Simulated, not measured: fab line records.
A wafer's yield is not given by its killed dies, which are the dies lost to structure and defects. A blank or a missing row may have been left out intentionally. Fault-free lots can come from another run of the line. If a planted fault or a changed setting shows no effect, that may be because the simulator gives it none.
Tool commonality check / flow gf180mcu / 13 lots, 39 wafers sampled

== REASON IT WAS OPENED ==
Of 13 lots, 3 have the reading MVSD_RS flagged at GF_VT_IMPLANT_RS_MEAS_46. Fault-free wafers read 456.6 ohm/sq, with a standard deviation of 1.2.
Rule: a lot is flagged in two cases, either no wafer of it has a number, or all its wafers with numbers fall more than 4 standard deviations from that mean. All remaining lots are regarded as sound.

lot=L415; measured=day 7 15:25; on=film_metro-03; MVSD_RS (ohm/sq), wafer by wafer=454.7 454.2 454.1; flag=
lot=L417; measured=day 8 01:39; on=film_metro-03; MVSD_RS (ohm/sq), wafer by wafer=456.0 455.4 456.7; flag=
lot=L421; measured=day 9 08:44; on=film_metro-02; MVSD_RS (ohm/sq), wafer by wafer=458.4 455.8 458.1; flag=
lot=L423; measured=day 9 22:10; on=film_metro-04; MVSD_RS (ohm/sq), wafer by wafer=416.2 417.3 416.4; flag=FLAGGED
lot=L424; measured=day 10 05:52; on=film_metro-03; MVSD_RS (ohm/sq), wafer by wafer=416.6 416.4 416.5; flag=FLAGGED
lot=L426; measured=day 10 17:22; on=film_metro-02; MVSD_RS (ohm/sq), wafer by wafer=417.1 417.3 417.6; flag=FLAGGED
lot=L427; measured=day 11 02:08; on=film_metro-04; MVSD_RS (ohm/sq), wafer by wafer=459.2 457.7 458.6; flag=
lot=L428; measured=day 11 06:50; on=film_metro-02; MVSD_RS (ohm/sq), wafer by wafer=458.3 457.8 459.0; flag=
lot=L430; measured=day 11 19:47; on=film_metro-04; MVSD_RS (ohm/sq), wafer by wafer=457.1 457.1 458.3; flag=
lot=L433; measured=day 12 13:09; on=film_metro-04; MVSD_RS (ohm/sq), wafer by wafer=454.5 454.6 455.4; flag=
lot=L435; measured=day 13 05:38; on=film_metro-04; MVSD_RS (ohm/sq), wafer by wafer=457.9 457.9 458.2; flag=
lot=L436; measured=day 13 13:43; on=film_metro-02; MVSD_RS (ohm/sq), wafer by wafer=457.8 456.8 458.6; flag=
lot=L437; measured=day 13 22:33; on=film_metro-03; MVSD_RS (ohm/sq), wafer by wafer=454.2 455.0 456.0; flag=
The numbers of the flagged lots are 416.8 ohm/sq on average: -39.8 ohm/sq against the usual, or -33 standard deviations.

== WHICH TOOL EACH LOT WENT THROUGH ==
The record keeps 1 process step preceding the reading, out of 602 steps on the route. Read each cell as the tool, then ch plus the chambers that the sampled wafers visited, then the start.
lot=L415; flag=; GF_MVSD_IMPLANT_09=implanter-03 ch 0, day 4 13:08
lot=L417; flag=; GF_MVSD_IMPLANT_09=implanter-01 ch 0, day 4 21:16
lot=L421; flag=; GF_MVSD_IMPLANT_09=implanter-03 ch 0, day 5 23:37
lot=L423; flag=FLAGGED; GF_MVSD_IMPLANT_09=implanter-03 ch 0, day 6 12:09
lot=L424; flag=FLAGGED; GF_MVSD_IMPLANT_09=implanter-03 ch 0, day 6 17:34
lot=L426; flag=FLAGGED; GF_MVSD_IMPLANT_09=implanter-03 ch 0, day 7 03:38
lot=L427; flag=; GF_MVSD_IMPLANT_09=implanter-02 ch 0, day 7 10:25
lot=L428; flag=; GF_MVSD_IMPLANT_09=implanter-02 ch 0, day 7 15:16
lot=L430; flag=; GF_MVSD_IMPLANT_09=implanter-01 ch 0, day 8 02:43
lot=L433; flag=; GF_MVSD_IMPLANT_09=implanter-02 ch 0, day 8 20:19
lot=L435; flag=; GF_MVSD_IMPLANT_09=implanter-02 ch 0, day 9 09:58
lot=L436; flag=; GF_MVSD_IMPLANT_09=implanter-02 ch 0, day 9 16:45
lot=L437; flag=; GF_MVSD_IMPLANT_09=implanter-01 ch 0, day 10 01:47
These steps, and what they do:
- GF_MVSD_IMPLANT_09
- GF_VT_IMPLANT_RS_MEAS_46: measures by four-point-probe.

== FLAGGED AGAINST TOTAL, ONE TOOL AT A TIME (gauges that did the reading follow at the end) ==
step=GF_MVSD_IMPLANT_09; tool=implanter-01; lots run=3; flagged=0; share of the flagged lots=none; sound lots run after its first flagged lot=-
step=GF_MVSD_IMPLANT_09; tool=implanter-02; lots run=5; flagged=0; share of the flagged lots=none; sound lots run after its first flagged lot=-
step=GF_MVSD_IMPLANT_09; tool=implanter-03; lots run=5; flagged=3; share of the flagged lots=all; sound lots run after its first flagged lot=0
step=GF_VT_IMPLANT_RS_MEAS_46; tool=film_metro-02; lots run=4; flagged=1; share of the flagged lots=some; sound lots run after its first flagged lot=2 (L428,L436)
step=GF_VT_IMPLANT_RS_MEAS_46; tool=film_metro-03; lots run=4; flagged=1; share of the flagged lots=some; sound lots run after its first flagged lot=1 (L437)
step=GF_VT_IMPLANT_RS_MEAS_46; tool=film_metro-04; lots run=5; flagged=1; share of the flagged lots=some; sound lots run after its first flagged lot=4 (L427,L430,L433,L435)

== THE TABLE: WHAT IT ALLOWS ==
1 row of the table ran every flagged lot: implanter-03 at GF_MVSD_IMPLANT_09.
- implanter-03 at GF_MVSD_IMPLANT_09: 3 of its 5 lots flagged. Its last sound lot is L421 (day 5 23:37), its first flagged lot L423 (day 6 12:09): a fault that began between those two fits. Its own readings lie more than 4 standard deviations out on every wafer of the flagged lots: dose_ions_cm2, faraday_current_uA.
What remains is a single tool, implanter-03 at GF_MVSD_IMPLANT_09.

== WHAT WAS PUT IN BY THE SIMULATOR ==
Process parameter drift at GF_MVSD_IMPLANT_09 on implanter-03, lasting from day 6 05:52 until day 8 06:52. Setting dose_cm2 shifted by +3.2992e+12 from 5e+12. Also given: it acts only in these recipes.
Shown lots that were struck: L423, L424, L426. This agrees with what the rule above found.
